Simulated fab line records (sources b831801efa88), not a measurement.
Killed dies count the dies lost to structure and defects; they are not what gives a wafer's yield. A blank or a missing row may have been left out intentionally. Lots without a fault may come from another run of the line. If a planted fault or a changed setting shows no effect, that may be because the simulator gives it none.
fab line records	flow gf180mcu	part 1 of 2: steps 1 to 25 of 36
record: lots: 5	wafers: 15	lastDay: 33
route steps=602 shown STI@2 DNWELL@32
lots that met no fault: taken from a fault-free run of the same line
startH: the number of hours between the record's first day and the start of the first shown wafer of the lot	waitH: hours elapsed since this lot's preceding step	" same as the row above	L1.1+2: a row that stands for several wafers	- either no value or no given start	* or withheld: withheld	< > ~ a bound
route shown NAME@n: names a module that has steps shown in the file, with the first one's number in the route	usual: mean and standard deviation over wafers with no fault	same: alike in all rows	chamber/n: place in a boat	sites: each site's reading	_std_site: how widely they spread, as a standard deviation	_edge_site: outer sites' mean less inner sites'	radiusMm: for every site, how far away it sits from the centre of the wafer	mask NAME#n: copy n	behind: the most recent tool/chamber to have shaped the wafer	hold: what put the lot on hold/how long, in hours/how the hold closed	device: whichever transistor did not switch (one of n, p or np)	end of line: tests of these same wafers at the route's end	a step given without rows: its recipe and nothing more	killed: not the wafer's yield, but the dies lost to structure and defects at the first sort	map: dies across one wafer; x = killed, . = not, _ = none there
set.NAME: setting as actually run; set.NAME@STEP: the setting as run at that earlier step	model.NAME: the simulator's own value behind a step, which no gauge read
certain route steps with their lots: each step a table, each wafer a row
services: from which hour (startH, from the record's first day; less than 0 if before it) a tool's chamber was out of use, for how many hours, and why
== steps ==
step: GF_STI_OXIDATION_01
recipe: tempC: 900	ambient: O2	stabiliseS: 600	purgeS: 300	targetThkA: 100	oxTimeS: 1418
usual: spikeTcTopC: 908.4/1.1
lot.wafer	tool	chamber	startH	waitH	spikeTcTopC
L078.2	furnace-01	0	31.70	1.7	909.2
L078.4	"	0	"	"	909.8
L078.6	"	0	"	"	908.9
L082.2	furnace-01	0	50.47	0.4	910.5
L082.3	"	0	"	"	908.3
L082.6	"	0	"	"	907.2
L091.1	furnace-02	0	95.12	0.1	908.1
L091.3	"	0	"	"	908.2
L091.4	"	0	"	"	909.7
L093.2	furnace-02	0	105.54	0.5	907.4
L093.5	"	0	"	"	909.7
L093.6	"	0	"	"	908.6
L094.2	furnace-01	0	110.96	0.9	909.4
L094.3	"	0	"	"	909.4
L094.6	"	0	"	"	908.1
step: GF_STI_THK_MEAS_02
recipe: reads: SiO2_of_STI_OXIDATION_01
usual: STI_OXIDATION_THK: 10.03/0.2
lot.wafer	tool	chamber	startH	waitH	STI_OXIDATION_THK[nm]
L078.2	filmMetro-03	-	33.10	0.0	10.15
L078.4	"	-	"	"	10.31
L078.6	"	-	"	"	10.03
L082.2	filmMetro-04	-	51.87	0.0	9.61
L082.3	"	-	"	"	9.90
L082.6	"	-	"	"	9.91
L091.1	filmMetro-03	-	96.51	0.0	10.25
L091.3	"	-	"	"	10.14
L091.4	"	-	"	"	10.28
L093.2	filmMetro-03	-	106.95	0.0	10.18
L093.5	"	-	"	"	10.13
L093.6	"	-	"	"	10.02
L094.2	filmMetro-03	-	112.37	0.0	10.01
L094.3	"	-	"	"	10.14
L094.6	"	-	"	"	10.19
step: GF_STI_CVD_03
recipe: material: Si3N4	precursor: DCS/NH3	targetThkNm: 207.16	tempC: 770	timeS: 3551	pressureMtorr: 250
usual: pressureMtorr: 250.0/0.46	spikeTcTopC: 783.2/2
lot.wafer	tool	chamber	startH	waitH	pressureMtorr	spikeTcTopC
L078.2	lpcvd-02	1	33.15	0.0	250.5	787.1
L078.4	"	1	"	"	250.6	784.5
L078.6	"	1	"	"	250.1	785.9
L082.2	lpcvd-01	1	51.92	0.0	251.3	783.0
L082.3	"	1	"	"	249.9	784.4
L082.6	"	1	"	"	250.2	784.0
L091.1	lpcvd-01	0	96.57	0.1	250.1	784.5
L091.3	"	0	"	"	249.6	784.6
L091.4	"	0	"	"	249.9	784.4
L093.2	lpcvd-02	1	107.00	0.0	250.0	784.1
L093.5	"	1	"	"	249.7	785.0
L093.6	"	1	"	"	249.9	785.6
L094.2	lpcvd-02	0	112.42	0.0	249.8	780.6
L094.3	"	0	"	"	248.8	781.6
L094.6	"	0	"	"	249.7	780.2
step: GF_STI_THK_MEAS_04
recipe: reads: Si3N4_of_STI_CVD_03
usual: STI_CVD_03_THK: 206.9/2.1
lot.wafer	tool	chamber	startH	waitH	STI_CVD_03_THK[nm]
L078.2	filmMetro-03	-	35.15	0.0	204.8
L078.4	"	-	"	"	203.7
L078.6	"	-	"	"	203.3
L082.2	filmMetro-02	-	54.91	0.0	211.0
L082.3	"	-	"	"	209.5
L082.6	"	-	"	"	209.9
L091.1	filmMetro-02	-	99.55	0.0	207.9
L091.3	"	-	"	"	208.9
L091.4	"	-	"	"	207.3
L093.2	filmMetro-02	-	108.99	0.0	202.8
L093.5	"	-	"	"	205.9
L093.6	"	-	"	"	207.6
L094.2	filmMetro-03	-	114.41	0.0	204.6
L094.3	"	-	"	"	206.4
L094.6	"	-	"	"	206.0
step: GF_STI_DEHYDRATE_05
recipe: tempC: 200	timeS: 60
usual: chillPlateTempC: 22.99/0.1
lot.wafer	tool	chamber	startH	waitH	chillPlateTempC
L078.2	lithoTrack-02	0	40.48	5.3	22.79
L078.4	"	0	"	"	22.82
L078.6	"	0	"	"	22.93
L082.2	lithoTrack-02	0	60.38	5.5	22.86
L082.3	"	0	"	"	22.92
L082.6	"	0	"	"	22.89
L091.1	lithoTrack-01	0	106.22	6.7	22.92
L091.3	"	0	"	"	23.11
L091.4	"	0	"	"	22.99
L093.2	lithoTrack-04	0	115.48	6.5	23.16
L093.5	"	0	"	"	23.15
L093.6	"	0	"	"	23.00
L094.2	lithoTrack-01	0	121.45	7.0	23.14
L094.3	"	0	"	"	23.08
L094.6	"	0	"	"	22.90
step: GF_STI_HMDS_06
recipe: primeTimeS: 60	primeTempC: 120
usual: chillPlateTempC: 23.00/0.1	primeTempC: 119.96/0.16
lot.wafer	tool	chamber	startH	waitH	chillPlateTempC	primeTempC
L078.2	lithoTrack-02	0	40.63	0.1	23.15	119.98
L078.4	"	0	"	"	22.99	119.79
L078.6	"	0	"	"	23.13	119.99
L082.2	lithoTrack-02	0	60.53	0.1	22.84	120.00
L082.3	"	0	"	"	22.86	120.00
L082.6	"	0	"	"	23.03	119.91
L091.1	lithoTrack-01	0	106.37	0.1	22.86	119.88
L091.3	"	0	"	"	22.97	119.86
L091.4	"	0	"	"	22.99	120.01
L093.2	lithoTrack-04	0	115.63	0.1	22.90	120.11
L093.5	"	0	"	"	22.98	119.95
L093.6	"	0	"	"	22.98	119.76
L094.2	lithoTrack-01	0	121.60	0.1	22.84	120.01
L094.3	"	0	"	"	22.96	119.64
L094.6	"	0	"	"	23.28	119.79
step: GF_STI_COAT_07
recipe: resist: KrF	spinRpm: withheld	resistThkNm: 700
usual: chillPlateTempC: 23.00/0.11
lot.wafer	tool	chamber	startH	waitH	chillPlateTempC
L078.2	lithoTrack-02	0	40.78	0.1	22.86
L078.4	"	0	"	"	22.79
L078.6	"	0	"	"	22.71
L082.2	lithoTrack-02	0	60.68	0.1	22.97
L082.3	"	0	"	"	23.02
L082.6	"	0	"	"	22.97
L091.1	lithoTrack-01	0	106.52	0.1	22.98
L091.3	"	0	"	"	22.80
L091.4	"	0	"	"	23.04
L093.2	lithoTrack-04	0	115.78	0.1	23.01
L093.5	"	0	"	"	22.85
L093.6	"	0	"	"	23.05
L094.2	lithoTrack-01	0	121.75	0.1	23.12
L094.3	"	0	"	"	23.14
L094.6	"	0	"	"	23.04
step: GF_STI_SOFTBAKE_08
recipe: tempC: 130	timeS: 60	resist: KrF
usual: chillPlateTempC: 22.98/0.11
lot.wafer	tool	chamber	startH	waitH	chillPlateTempC
L078.2	lithoTrack-02	0	40.93	0.1	22.84
L078.4	"	0	"	"	23.04
L078.6	"	0	"	"	22.97
L082.2	lithoTrack-02	0	60.83	0.1	22.95
L082.3	"	0	"	"	22.89
L082.6	"	0	"	"	23.07
L091.1	lithoTrack-01	0	106.67	0.1	22.96
L091.3	"	0	"	"	23.10
L091.4	"	0	"	"	23.11
L093.2	lithoTrack-04	0	115.93	0.1	23.14
L093.5	"	0	"	"	22.93
L093.6	"	0	"	"	22.94
L094.2	lithoTrack-01	0	121.90	0.1	22.86
L094.3	"	0	"	"	23.01
L094.6	"	0	"	"	23.09
step: GF_STI_EXPOSE_09
recipe: maskId: COMP	targetCdNm: 220	na: 0.68	sourceShape: conventional	sigmaOuter: 0.6	doseMj: 28
usual: reticleTempC: 22.98/0.11
lot.wafer	tool	chamber	startH	waitH	mask	reticleTempC
L078.2	krfScanner-02	0	-	-	COMP#0	23.02
L078.4	"	0	"	"	COMP#0	23.06
L078.6	"	0	"	"	COMP#0	22.95
L082.2	krfScanner-02	0	-	-	COMP#0	22.98
L082.3	"	0	"	"	COMP#0	22.93
L082.6	"	0	"	"	COMP#0	22.99
L091.1	krfScanner-01	0	-	-	COMP#0	22.99
L091.3	"	0	"	"	COMP#0	23.05
L091.4	"	0	"	"	COMP#0	22.93
L093.2	krfScanner-02	0	-	-	COMP#0	23.03
L093.5	"	0	"	"	COMP#0	22.95
L093.6	"	0	"	"	COMP#0	23.13
L094.2	krfScanner-01	0	-	-	COMP#0	22.82
L094.3	"	0	"	"	COMP#0	23.01
L094.6	"	0	"	"	COMP#0	22.86
step: GF_STI_PEB_10
recipe: pebTempC: 135	pebTimeS: 90	resist: KrF
usual: chillPlateTempC: 23.00/0.11
same: pebTimeS: 90
lot.wafer	tool	chamber	startH	waitH	chillPlateTempC
L078.2	lithoTrack-01	0	-	-	23.01
L078.4	"	0	"	"	23.01
L078.6	"	0	"	"	22.79
L082.2	lithoTrack-01	0	-	-	23.12
L082.3	"	0	"	"	23.22
L082.6	"	0	"	"	23.01
L091.1	lithoTrack-04	0	-	-	22.94
L091.3	"	0	"	"	22.91
L091.4	"	0	"	"	22.87
L093.2	lithoTrack-01	0	-	-	23.07
L093.5	"	0	"	"	22.92
L093.6	"	0	"	"	23.10
L094.2	lithoTrack-01	0	-	-	23.09
L094.3	"	0	"	"	23.02
L094.6	"	0	"	"	23.10
step: GF_STI_DEVELOP_11
recipe: developTimeS: 60	devTempC: 21
usual: chillPlateTempC: 23.01/0.097	developerTempC: 21.00/0.11
lot.wafer	tool	chamber	startH	waitH	chillPlateTempC	developerTempC
L078.2	lithoTrack-01	0	47.40	0.2	22.98	21.06
L078.4	"	0	"	"	23.10	21.10
L078.6	"	0	"	"	22.97	21.07
L082.2	lithoTrack-01	0	67.65	0.2	23.01	21.03
L082.3	"	0	"	"	23.11	20.92
L082.6	"	0	"	"	23.00	20.97
L091.1	lithoTrack-04	0	114.66	0.2	22.87	21.16
L091.3	"	0	"	"	22.97	21.06
L091.4	"	0	"	"	22.98	21.03
L093.2	lithoTrack-01	0	123.60	0.2	23.07	20.98
L093.5	"	0	"	"	23.01	21.20
L093.6	"	0	"	"	22.96	21.08
L094.2	lithoTrack-01	0	129.40	0.2	23.10	20.88
L094.3	"	0	"	"	23.17	20.90
L094.6	"	0	"	"	23.10	21.01
step: GF_STI_CD_MEAS_12
recipe: targetCdNm: 220
usual: cdNm: 219.7/1.2
lot.wafer	tool	chamber	startH	waitH	cdNm
L078.2	cdSem-01	-	47.54	0.1	218.5
L078.4	"	-	"	"	218.7
L078.6	"	-	"	"	217.9
L082.2	cdSem-02	-	67.79	0.1	218.8
L082.3	"	-	"	"	217.8
L082.6	"	-	"	"	219.6
L091.1	cdSem-02	-	114.81	0.1	220.2
L091.3	"	-	"	"	219.8
L091.4	"	-	"	"	221.0
L093.2	cdSem-01	-	123.74	0.1	219.0
L093.5	"	-	"	"	219.5
L093.6	"	-	"	"	220.1
L094.2	cdSem-01	-	129.54	0.1	222.1
L094.3	"	-	"	"	222.3
L094.6	"	-	"	"	221.8
step: GF_STI_ETCH_13
recipe: chemistry: CHF3/O2	stopOn: Si	overEtchFrac: 0.3	targetDepthA: 2823.1	sourceW: 600	biasW: 200	pressureMtorr: 40	chf3FlowSccm: 50	O2_flow_sccm: 5	timeS: 112.9
usual: drypumpMotorCurrentA: 5.6/0.47	oesProductAu: 0.833/0.0071	throttleValvePct: 8.809/0.0083
lot.wafer	tool	chamber	startH	waitH	drypumpMotorCurrentA	oesProductAu	rfHoursCounterH	throttleValvePct
L078.2	rieDiel-01	0	47.64	0.1	5.7	0.821	81	8.804
L078.4	"	1	"	"	5.7	0.823	103	8.823
L078.6	"	3	"	"	5.7	0.823	-	8.806
L082.2	rieDiel-02	2	67.89	0.1	5.8	0.846	15	8.807
L082.3	"	1	"	"	5.2	0.837	148	8.822
L082.6	"	1	"	"	5.2	0.832	-	8.827
L091.1	rieDiel-01	2	114.93	0.1	6.3	0.829	43	8.818
L091.3	"	1	"	"	5.7	0.836	104	8.808
L091.4	"	3	"	"	5.8	0.835	96	8.814
L093.2	rieDiel-01	3	123.84	0.1	5.8	0.826	96	8.801
L093.5	"	0	"	"	5.7	0.826	-	8.801
L093.6	"	1	"	"	5.7	0.829	-	8.809
L094.2	rieDiel-01	3	129.64	0.1	5.7	0.821	96	8.809
L094.3	"	2	"	"	6.3	0.833	43	8.802
L094.6	"	2	"	"	6.3	0.828	-	8.817
step: GF_STI_ETCH_14
recipe: target: Si	chemistry: HBr/Cl2/O2	targetDepthNm: 360	icpW: 600	biasW: 150	pressureMtorr: 15	HBr_flow_sccm: 150	Cl2_flow_sccm: 40	O2_flow_sccm: 6	timeS: 102.9
usual: HBr_flow_sccm: 150.0/0.41	drypumpMotorCurrentA: 5.9/0.46	oesProductAu: 1.003/0.015	throttleValvePct: 25.654/0.013
lot.wafer	tool	chamber	startH	waitH	HBr_flow_sccm	drypumpMotorCurrentA	oesProductAu	rfHoursCounterH	throttleValvePct
L078.2	rieSi-02	0	47.72	0.0	150.0	5.6	1.013	66	25.630
L078.4	"	1	"	"	149.6	5.3	0.987	119	25.681
L078.6	"	3	"	"	149.4	6.5	0.993	-	25.635
L082.2	rieSi-02	1	67.97	0.0	150.1	5.3	0.976	119	25.650
L082.3	"	3	"	"	149.6	6.4	0.988	61	25.662
L082.6	"	0	"	"	150.3	5.6	1.022	-	25.654
L091.1	rieSi-02	0	115.01	0.0	150.4	5.6	1.009	67	25.669
L091.3	"	1	"	"	150.8	5.4	0.987	119	25.668
L091.4	"	2	"	"	150.4	6.1	1.006	12	25.647
L093.2	rieSi-01	0	123.92	0.0	150.0	5.3	1.005	61	25.656
L093.5	"	0	"	"	150.2	5.3	1.001	-	25.660
L093.6	"	1	"	"	150.1	6.1	1.021	-	25.647
L094.2	rieSi-01	0	129.72	0.0	149.9	5.3	1.009	61	25.648
L094.3	"	3	"	"	150.1	6.5	0.989	3	25.679
L094.6	"	0	"	"	149.1	5.3	1.000	-	25.653
step: GF_STI_STRIP_15
recipe: chemistry: O2/N2	powerW: 1400	pressureMtorr: 1500	platenTempC: 250	o2FlowSccm: 3000	n2FlowSccm: 300	overashFraction: 0.5
usual: drypumpMotorCurrentA: 5.9/0.4	heaterPowerW: 319/21	oesProductAu: 0.383/0.0052	stripTimeToEndpointS: 3.71/0.065
same: overashFraction: 0.5
lot.wafer	tool	chamber	startH	waitH	drypumpMotorCurrentA	heaterPowerW	oesProductAu	rfHoursCounterH	stripTimeToEndpointS
L078.2	plasmaAsher-03	1	47.80	0.0	5.7	301	0.380	43	3.56
L078.4	"	1	"	"	5.7	303	0.379	-	3.69
L078.6	"	0	"	"	6.3	318	0.381	-	3.74
L082.2	plasmaAsher-04	1	68.05	0.0	5.8	337	0.385	43	3.76
L082.3	"	1	"	"	5.8	337	0.384	-	3.73
L082.6	"	0	"	"	6.5	286	0.385	-	3.67
L091.1	plasmaAsher-03	1	115.08	0.0	5.7	302	0.381	50	3.66
L091.3	"	0	"	"	6.3	315	0.384	-	3.69
L091.4	"	1	"	"	5.7	296	0.388	-	3.78
L093.2	plasmaAsher-01	1	123.99	0.0	5.9	350	0.383	41	3.76
L093.5	"	1	"	"	5.9	337	0.377	-	3.63
L093.6	"	0	"	"	5.2	324	0.389	-	3.61
L094.2	plasmaAsher-04	1	129.79	0.0	5.7	336	0.388	1	3.74
L094.3	"	1	"	"	5.7	328	0.385	-	3.69
L094.6	"	0	"	"	6.4	284	0.380	-	3.65
step: GF_STI_CLEAN_16
recipe: chemistry: dHF	timeS: 25	dilution: 100:1
lot.wafer	tool	chamber	startH	waitH
L078.2+4+6	wetBench-01	0	47.90	0.1
L082.2+3+6	wetBench-04	1	68.15	0.1
L091.1+3+4	wetBench-04	2	115.18	0.1
L093.2+5+6	wetBench-01	2	124.09	0.1
L094.2+3+6	wetBench-02	0	129.89	0.1
step: GF_STI_WET_ETCH_17
recipe: chemistry: H3PO4	targetDepthNm: 45	tempC: 160	target: Si3N4	timeS: 514
lot.wafer	tool	chamber	startH	waitH
L078.2+4+6	wetBench-04	2	47.91	0.0
L082.2+3+6	wetBench-04	3	68.16	0.0
L091.1+3+4	wetBench-01	2	115.20	0.0
L093.2+5+6	wetBench-02	3	124.13	0.0
L094.2+3+6	wetBench-04	1	129.91	0.0
step: GF_STI_CLEAN_18
recipe: chemistry: SC1/SC2	mix: 1:4:20	tempC: 70	timeS: 150
lot.wafer	tool	chamber	startH	waitH
L078.2+4+6	wetBench-01	2	48.08	0.0
L082.2+3+6	wetBench-01	2	68.33	0.0
L091.1+3+4	wetBench-02	0	115.35	0.0
L093.2+5+6	wetBench-04	1	124.28	0.0
L094.2+3+6	wetBench-01	0	130.06	0.0
step: GF_STI_CLEAN_19
recipe: chemistry: dHF	timeS: 20	dilution: 100:1
lot.wafer	tool	chamber	startH	waitH
L078.2+4+6	wetBench-04	1	48.13	0.0
L082.2+3+6	wetBench-04	3	68.38	0.0
L091.1+3+4	wetBench-04	0	115.40	0.0
L093.2+5+6	wetBench-01	3	124.33	0.0
L094.2+3+6	wetBench-04	2	130.16	0.0
step: GF_STI_WET_ETCH_20
recipe: chemistry: dHF	dilution: 100:1	targetDepthNm: 20	tempC: 25	dry: ipaMarangoni	target: SiO2	timeS: 400
lot.wafer	tool	chamber	startH	waitH
L078.2+4+6	wetBench-01	3	48.14	0.0
L082.2+3+6	wetBench-02	0	68.40	0.0
L091.1+3+4	wetBench-01	0	115.41	0.0
L093.2+5+6	wetBench-02	3	124.35	0.0
L094.2+3+6	wetBench-01	2	130.17	0.0
step: GF_STI_OXIDATION_21
recipe: tempC: 1000	ambient: O2	stabiliseS: 600	purgeS: 300	targetThkA: 150	oxTimeS: 458
usual: spikeTcTopC: 1007.5/1.1
lot.wafer	tool	chamber	startH	waitH	spikeTcTopC
L078.2	furnace-01	0	49.34	1.1	1007.5
L078.4	"	0	"	"	1006.0
L078.6	"	0	"	"	1009.0
L082.2	furnace-02	0	69.89	1.4	1007.4
L082.3	"	0	"	"	1006.8
L082.6	"	0	"	"	1005.3
L091.1	furnace-02	0	115.65	0.0	1006.8
L091.3	"	0	"	"	1009.3
L091.4	"	0	"	"	1008.3
L093.2	furnace-01	0	124.47	0.0	1007.5
L093.5	"	0	"	"	1009.2
L093.6	"	0	"	"	1008.6
L094.2	furnace-02	0	131.51	1.1	1006.3
L094.3	"	0	"	"	1007.9
L094.6	"	0	"	"	1008.8
step: GF_STI_THK_MEAS_22
recipe: reads: SiO2_of_STI_OXIDATION_21
usual: STI_OXIDATION_01_THK: 14.9/0.33
lot.wafer	tool	chamber	startH	waitH	STI_OXIDATION_01_THK[nm]
L078.2	filmMetro-03	-	50.48	0.0	15.5
L078.4	"	-	"	"	15.1
L078.6	"	-	"	"	15.3
L082.2	filmMetro-02	-	71.03	0.0	14.8
L082.3	"	-	"	"	14.7
L082.6	"	-	"	"	15.0
L091.1	filmMetro-02	-	116.78	0.0	15.3
L091.3	"	-	"	"	15.3
L091.4	"	-	"	"	15.2
L093.2	filmMetro-02	-	125.61	0.0	14.9
L093.5	"	-	"	"	14.7
L093.6	"	-	"	"	14.8
L094.2	filmMetro-03	-	132.65	0.0	14.5
L094.3	"	-	"	"	14.4
L094.6	"	-	"	"	14.1
step: GF_STI_CVD_23
recipe: material: SiO2	targetThkNm: 650	sigmaOpenFrac: 0.3	timeS: 108.3	tempC: 600	sih4FlowSccm: 60	pressureMtorr: 6
usual: pressureMtorr: 6.002/0.012
lot.wafer	tool	chamber	startH	waitH	pressureMtorr
L078.2	hdpcvd-01	0	50.53	0.0	6.012
L078.4	"	2	"	"	6.000
L078.6	"	0	"	"	5.989
L082.2	hdpcvd-02	0	71.08	0.0	5.975
L082.3	"	2	"	"	6.010
L082.6	"	2	"	"	6.008
L091.1	hdpcvd-01	2	116.84	0.1	5.999
L091.3	"	0	"	"	6.001
L091.4	"	1	"	"	6.007
L093.2	hdpcvd-02	0	125.66	0.0	5.993
L093.5	"	1	"	"	5.999
L093.6	"	0	"	"	5.996
L094.2	hdpcvd-02	0	132.70	0.0	5.997
L094.3	"	1	"	"	6.026
L094.6	"	0	"	"	5.986
step: GF_STI_THK_MEAS_24
recipe: reads: SiO2_of_STI_CVD_23
usual: STI_CVD_23_THK: 651/7.2
lot.wafer	tool	chamber	startH	waitH	STI_CVD_23_THK[nm]
L078.2	filmMetro-02	-	50.61	0.0	654
L078.4	"	-	"	"	649
L078.6	"	-	"	"	650
L082.2	filmMetro-03	-	71.17	0.0	661
L082.3	"	-	"	"	656
L082.6	"	-	"	"	653
L091.1	filmMetro-04	-	116.91	0.0	645
L091.3	"	-	"	"	655
L091.4	"	-	"	"	655
L093.2	filmMetro-03	-	125.75	0.0	649
L093.5	"	-	"	"	648
L093.6	"	-	"	"	658
L094.2	filmMetro-04	-	132.79	0.0	657
L094.3	"	-	"	"	660
L094.6	"	-	"	"	655
step: GF_STI_CMP_25
recipe: stopOn: Si3N4	tOverpolishS: 33	downForcePsi: 4	platenRpm: 60	targetThkNm: 524.6	padVelocityMS: 0.94248
usual: motorCurrentA: 12.1/1	overpolishRunS: 33.000/0.0094	slurryFilterDpKPa: 13.51/0.13	timeToEndpointS: 124/4.9
same: tOverpolishS: 33
lot.wafer	tool	chamber	startH	waitH	motorCurrentA	overpolishRunS	slurryFilterDpKPa	timeToEndpointS
L078.4	cmp-02	2	50.66	0.0	12.4	32.992	13.67	116
L078.2	"	0	"	"	11.9	33.008	13.62	125
L078.6	"	3	"	"	13.7	32.994	13.52	126
L082.3	cmp-01	0	71.27	0.1	10.8	32.998	13.29	128
L082.2	"	2	"	"	12.7	32.997	13.68	129
L082.6	"	0	"	"	11.0	33.001	13.24	124
L091.1	cmp-02	2	116.97	0.1	11.5	32.984	13.41	113
L091.4	"	3	"	"	13.7	33.007	13.54	124
L091.3	"	1	"	"	12.1	32.986	13.23	121
L093.2	cmp-02	3	125.80	0.0	13.3	32.995	13.53	126
L093.5	"	3	"	"	13.6	32.987	13.41	126
L093.6	"	0	"	"	11.6	32.995	13.74	129
L094.3	cmp-02	2	132.84	0.0	11.6	33.012	13.52	121
L094.2	"	1	"	"	11.8	32.996	13.71	122
L094.6	"	3	"	"	13.4	32.995	13.32	128
